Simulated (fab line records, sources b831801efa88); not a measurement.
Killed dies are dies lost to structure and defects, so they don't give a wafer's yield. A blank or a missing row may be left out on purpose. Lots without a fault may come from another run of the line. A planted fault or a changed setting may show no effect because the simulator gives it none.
One fault seen from 2 desks | flow sky130 | each desk has only its own numbers; what lay behind them comes last

THE METROLOGY DESK
What the gauges read, lot by lot, whatever tool the lot ran on: means of the sampled wafers that have a number. A lot is out of limits, marked OUT, if its mean lies more than 4 standard deviations from the usual mean; the brackets give that distance.
Columns: A = NWELL_OXIDATION_THK at SKY_NWELL_THK_MEAS_02, usual 9.89 nm; B = DNWELL_TW at SKY_DNWELL_TW_MEAS_09, usual 1107; C = PWDE_OVL at SKY_PWDE_OVL_MEAS_07, usual 0.6 nm; D = PWDE_TW at SKY_PWDE_TW_MEAS_10, usual 371.6; E = NWELL_00_OVL at SKY_NWELL_OVL_MEAS_10, usual -0.3 nm; F = NWELL_TW at SKY_NWELL_TW_MEAS_15, usual 1806
lot  | first seen here | A     | B    | C    | D     | E    | F
L728 | day 4 07:19     | 9.87  | 1115 | -0.8 | 373.3 | 0.4  | 1810
L735 | day 5 20:31     | 9.86  | 1101 | -0.6 | 370.8 | -1.1 | 1794
L738 | day 6 09:59     | 10.06 | 1103 | -0.6 | 373.9 | 0.7  | 1810
L739 | day 6 15:12     | 9.70  | 1100 | 1.3  | 372.2 | -3.4 | 1800
L742 | day 7 15:31     | 9.65  | 1116 | -0.5 | 374.9 | 0.6  | 1790
L743 | day 7 15:31     | 9.76  | 1092 | 1.4  | 371.5 | -0.5 | 1831
This desk's finding: nothing out of limits on any of the 6 lots.

THE TOOL OWNER'S DESK: litho_track-02
The tool's own readings at SKY_DNWELL_DEVELOP_06 (develop time 60 s): means of the sampled wafers that have a number, for each lot that ran on this tool. A lot is out of limits, marked OUT, if its mean lies more than 4 standard deviations from the usual mean; the brackets give that distance.
Columns: A = chill_plate_temp_C at SKY_DNWELL_DEVELOP_06, usual 23.00 C; B = resist_line_temp_C at SKY_DNWELL_DEVELOP_06, usual 23.01 C
lot  | first seen here | A     | B
L735 | day 6 15:00     | 22.92 | 22.95
L738 | day 7 04:00     | 23.02 | 22.87
L739 | day 7 09:00     | 23.00 | 23.03
This desk's finding: nothing out of limits on any of the 3 lots.

PUT TOGETHER
The metrology desk saw nothing out of limits.
The tool owner's desk saw nothing out of limits.

WHAT THE SIMULATOR HAD PUT IN
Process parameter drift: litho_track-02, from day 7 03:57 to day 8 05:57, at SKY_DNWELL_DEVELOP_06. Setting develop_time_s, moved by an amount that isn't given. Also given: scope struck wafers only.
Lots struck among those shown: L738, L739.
